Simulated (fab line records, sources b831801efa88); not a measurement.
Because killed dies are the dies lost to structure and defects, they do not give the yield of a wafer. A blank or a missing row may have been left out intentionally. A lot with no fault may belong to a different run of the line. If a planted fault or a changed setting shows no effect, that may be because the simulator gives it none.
Chamber matching || flow sfq line || SFQ_TRILAYER_I7_CMP_CMP_184 on cmp-02 has 4 sister chambers
The step polishes SiO2. 8 wafers are shown with their chamber, then 7 later ones without.

WAFERS WITH THEIR CHAMBER
{"wafer": "L929.4", "chamber": 2, "motor current A (A)": 9.2, "head pressure psi (psi)": 3.007}
{"wafer": "L933.2", "chamber": 1, "motor current A (A)": 11.5, "head pressure psi (psi)": 2.996}
{"wafer": "L945.3", "chamber": 1, "motor current A (A)": 10.9, "head pressure psi (psi)": 3.001}
{"wafer": "L946.1", "chamber": 2, "motor current A (A)": 9.2, "head pressure psi (psi)": 3.003}
{"wafer": "L946.4", "chamber": 3, "motor current A (A)": 9.5, "head pressure psi (psi)": 3.016}
{"wafer": "L946.5", "chamber": 0, "motor current A (A)": 10.0, "head pressure psi (psi)": 2.995}
{"wafer": "L947.2", "chamber": 3, "motor current A (A)": 9.2, "head pressure psi (psi)": 3.000}
{"wafer": "L947.3", "chamber": 0, "motor current A (A)": 9.9, "head pressure psi (psi)": 2.992}

WAFERS WITH NO CHAMBER GIVEN
{"wafer": "L947.4", "motor current A (A)": 9.3, "head pressure psi (psi)": 3.011}
{"wafer": "L949.3", "motor current A (A)": 8.8, "head pressure psi (psi)": 2.999}
{"wafer": "L949.1", "motor current A (A)": 11.3, "head pressure psi (psi)": 3.000}
{"wafer": "L949.6", "motor current A (A)": 9.2, "head pressure psi (psi)": 3.000}
{"wafer": "L950.2", "motor current A (A)": 11.4, "head pressure psi (psi)": 3.008}
{"wafer": "L950.5", "motor current A (A)": 9.4, "head pressure psi (psi)": 2.998}
{"wafer": "L950.6", "motor current A (A)": 9.4, "head pressure psi (psi)": 2.988}

WHICH CHAMBER EACH WENT THROUGH
{"wafer": "L947.4", "from the rows above": "can't be placed: 3 or 2", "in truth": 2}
{"wafer": "L949.3", "from the rows above": "can't be placed: 2 or 3", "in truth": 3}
{"wafer": "L949.1", "from the rows above": 1, "in truth": 1}
{"wafer": "L949.6", "from the rows above": "can't be placed: 2 or 3", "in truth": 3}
{"wafer": "L950.2", "from the rows above": 1, "in truth": 1}
{"wafer": "L950.5", "from the rows above": "can't be placed: 2 or 3 or 0", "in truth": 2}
{"wafer": "L950.6", "from the rows above": "can't be placed: 0 or 2 or 3", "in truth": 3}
Correct placement for 2 of the 7. Cannot be placed on the basis of these rows: 5; the candidates contain the true chamber in 5. Wrongly placed: 0.
How it was worked out, from the rows above alone: a wafer's distance from a chamber is the root of the sum, over the readings, of the square of ((its reading less the chamber's mean) divided by the reading's scatter). The wafer belongs to the nearest chamber; if the next one is less than 2 further off, it can't be placed. Each chamber's mean is taken over the wafers shown for it. The scatter: the root of (the sum of the squares of (reading less its chamber's mean) over the shown wafers, divided by (wafers less chambers)).
